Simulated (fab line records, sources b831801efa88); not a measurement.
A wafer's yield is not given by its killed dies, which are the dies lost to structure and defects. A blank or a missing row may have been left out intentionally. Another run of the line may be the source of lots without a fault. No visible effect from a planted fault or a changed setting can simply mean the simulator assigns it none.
Which tool is to blame? :: flow sfq line :: 14 lots, 42 wafers sampled, at 1 step of a route of 325

== WHAT THE GAUGES READ, wafer by wafer ==
No reading from a measuring or inspecting step in the record can be judged against a usual standard deviation.

== WHAT TOOL EACH LOT RAN ON (gives the tool, then ch and the chambers of the sampled wafers, and finally the start) ==
lot: L865
SFQ_TRILAYER_R5_BARC_OPEN_METAL_ETCH_177: rie metal-04 ch 0,1, day 53 22:38

lot: L866
SFQ_TRILAYER_R5_BARC_OPEN_METAL_ETCH_177: rie metal-03 ch 1, day 53 23:50

lot: L867
SFQ_TRILAYER_R5_BARC_OPEN_METAL_ETCH_177: rie metal-04 ch 0,1, day 54 02:27

lot: L868
SFQ_TRILAYER_R5_BARC_OPEN_METAL_ETCH_177: rie metal-03 ch 0,1, day 59 09:32

lot: L869
SFQ_TRILAYER_R5_BARC_OPEN_METAL_ETCH_177: rie metal-03 ch 0,1, day 59 11:56

lot: L870
SFQ_TRILAYER_R5_BARC_OPEN_METAL_ETCH_177: rie metal-04 ch 1, day 59 13:25

lot: L871
SFQ_TRILAYER_R5_BARC_OPEN_METAL_ETCH_177: rie metal-02 ch 0,1, day 59 14:36

lot: L872
SFQ_TRILAYER_R5_BARC_OPEN_METAL_ETCH_177: rie metal-03 ch 0,1, day 59 19:24

lot: L874
SFQ_TRILAYER_R5_BARC_OPEN_METAL_ETCH_177: rie metal-04 ch 0,1, day 60 01:24

lot: L879
SFQ_TRILAYER_R5_BARC_OPEN_METAL_ETCH_177: rie metal-04 ch 0,1, day 67 20:34

lot: L880
SFQ_TRILAYER_R5_BARC_OPEN_METAL_ETCH_177: rie metal-04 ch 1, day 67 22:56

lot: L885
SFQ_TRILAYER_R5_BARC_OPEN_METAL_ETCH_177: rie metal-02 ch 0,1, day 68 08:19

lot: L886
SFQ_TRILAYER_R5_BARC_OPEN_METAL_ETCH_177: rie metal-03 ch 0,1, day 68 09:31

lot: L887
SFQ_TRILAYER_R5_BARC_OPEN_METAL_ETCH_177: rie metal-02 ch 0,1, day 68 22:07
- SFQ_TRILAYER_R5_BARC_OPEN_METAL_ETCH_177: etches BARC in O2, target depth 125 nm, time 41.7 s.

== WHAT THE TOOLS THEMSELVES READ (means of the sampled wafers that have a number; where no wafer has one, the mark that the record gives instead) ==
SFQ_TRILAYER_R5_BARC_OPEN_METAL_ETCH_177.
lot: L865
tool: rie metal-04
drypump motor current A (A): 5.1
oes product au (a.u.): 0.692
run length s (s): 70.1

lot: L866
tool: rie metal-03
drypump motor current A (A): 6.1
oes product au (a.u.): 0.684
run length s (s): 70.1

lot: L867
tool: rie metal-04
drypump motor current A (A): 5.0
oes product au (a.u.): 0.688
run length s (s): 70.1

lot: L868
tool: rie metal-03
drypump motor current A (A): 5.7
oes product au (a.u.): 0.688
run length s (s): 70.1

lot: L869
tool: rie metal-03
drypump motor current A (A): 5.9
oes product au (a.u.): 0.681
run length s (s): 69.8

lot: L870
tool: rie metal-04
drypump motor current A (A): 4.7
oes product au (a.u.): 0.689
run length s (s): 70.3

lot: L871
tool: rie metal-02
drypump motor current A (A): 6.4
oes product au (a.u.): 0.681
run length s (s): 70.0

lot: L872
tool: rie metal-03
drypump motor current A (A): 5.7
oes product au (a.u.): 0.683
run length s (s): 69.9

lot: L874
tool: rie metal-04
drypump motor current A (A): 5.3
oes product au (a.u.): 0.685
run length s (s): 69.9

lot: L879
tool: rie metal-04
drypump motor current A (A): 5.0
oes product au (a.u.): 0.676
run length s (s): 71.0

lot: L880
tool: rie metal-04
drypump motor current A (A): 4.8
oes product au (a.u.): 0.670
run length s (s): 72.1

lot: L885
tool: rie metal-02
drypump motor current A (A): 6.5
oes product au (a.u.): 0.685
run length s (s): 70.1

lot: L886
tool: rie metal-03
drypump motor current A (A): 5.7
oes product au (a.u.): 0.685
run length s (s): 69.8

lot: L887
tool: rie metal-02
drypump motor current A (A): 6.4
oes product au (a.u.): 0.683
run length s (s): 70.1

== THE ANSWER, worked out from the rows above alone ==
Rule: usual is defined by the lots themselves. The widest of any qualifying gaps counts: lots, ordered by their means at a reading, are off when they make up no more than a third of the lots, leave a main group of 4 or more, and stand apart from it by 3 or more times the standard deviation of that group's means. A main group whose means are all the same, to the digits that the tables above print for the reading, isn't used. A lot without any number at a reading at which 4 lots or more have one is off too. The other lots that the step has rows for count as sound. The gauges are gone through in route order, then the tools' own readings, and for those a lot's mean is taken as printed above. The first step at which some lot is off is used, and at that step the reading that is off furthest; a lot without a number counts as furthest.
Off at SFQ_TRILAYER_R5_BARC_OPEN_METAL_ETCH_177 (run length s): L879, L880. Main group: mean 70.0 s, sd 0.14.
If a tool, at that step or one of the process steps before it, ran each lot that is off and ran no sound lot following the first of them, it fits. One fits: SFQ_TRILAYER_R5_BARC_OPEN_METAL_ETCH_177 on rie metal-04. A fault onset in the window from L874 (day 60 01:24, its last sound lot) to L879 (day 67 20:34, its first lot off) fits.
On the lots that are off, the tool's own readings at SFQ_TRILAYER_R5_BARC_OPEN_METAL_ETCH_177 differ by more than 5 times the standard deviation of the sound lots' means, which bears it out; run length s reads 71.5 s there versus 70.0 s on the sound lots.

== WHAT HAD BEEN PUT IN BY THE SIMULATOR ==
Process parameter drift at SFQ_TRILAYER_R5_BARC_OPEN_METAL_ETCH_177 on rie metal-04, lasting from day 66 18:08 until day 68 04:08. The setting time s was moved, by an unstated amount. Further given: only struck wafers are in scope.
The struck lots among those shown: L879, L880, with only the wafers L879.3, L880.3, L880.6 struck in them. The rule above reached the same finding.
